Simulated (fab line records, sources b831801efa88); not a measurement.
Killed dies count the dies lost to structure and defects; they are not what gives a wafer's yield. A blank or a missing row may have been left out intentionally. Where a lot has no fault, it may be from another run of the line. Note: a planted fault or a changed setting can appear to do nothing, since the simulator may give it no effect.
Matching of chambers || flow sky130 || 3 sister chambers for SKY_CAPM_CVD_00 on pecvd-01
The step deposits SiO2, target thk 15.5 nm. 5 wafers are shown with their chamber, then 7 later ones without.

== EACH WAFER AND ITS CHAMBER ==
{"wafer": "L082.1", "chamber": 2, "heater-power-w (W)": 589}
{"wafer": "L082.5", "chamber": 0, "heater-power-w (W)": 727}
{"wafer": "L084.5", "chamber": 1, "heater-power-w (W)": 698}
{"wafer": "L088.1", "chamber": 1, "heater-power-w (W)": 793}
{"wafer": "L088.3", "chamber": 0, "heater-power-w (W)": 834}

== WAFERS MISSING THEIR CHAMBER ==
{"wafer": "L088.6", "heater-power-w (W)": 793}
{"wafer": "L091.1", "heater-power-w (W)": 688}
{"wafer": "L091.4", "heater-power-w (W)": 691}
{"wafer": "L091.5", "heater-power-w (W)": 790}
{"wafer": "L094.1", "heater-power-w (W)": 737}
{"wafer": "L094.2", "heater-power-w (W)": 808}
{"wafer": "L094.6", "heater-power-w (W)": 812}

== EACH ONE'S CHAMBER ==
{"wafer": "L088.6", "from the rows above": "can't be placed: 0 or 1", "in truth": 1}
{"wafer": "L091.1", "from the rows above": "can't be placed: 1 or 0 or 2", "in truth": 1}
{"wafer": "L091.4", "from the rows above": "can't be placed: 1 or 0 or 2", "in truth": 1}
{"wafer": "L091.5", "from the rows above": "can't be placed: 0 or 1", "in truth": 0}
{"wafer": "L094.1", "from the rows above": "can't be placed: 1 or 0 or 2", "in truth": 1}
{"wafer": "L094.2", "from the rows above": "can't be placed: 0 or 1", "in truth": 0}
{"wafer": "L094.6", "from the rows above": "can't be placed: 0 or 1", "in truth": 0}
Correctly placed: 0 of 7. Not placeable from these rows: 7 (in 7, the candidates include the true chamber). Wrongly placed: 0.
How it was worked out, from the rows above alone: a wafer's distance from a chamber is the root of the sum, over the readings, of the square of ((its reading less the chamber's mean) divided by the reading's scatter). If the next closest chamber is less than 2 further off than the closest, the wafer can't be placed; otherwise it belongs to the closest. Each chamber's mean is taken over the wafers shown for it. How the scatter is found: for the shown wafers, subtract from each reading the mean of its chamber, square and add these, divide the total by (wafers less chambers), then take the root.
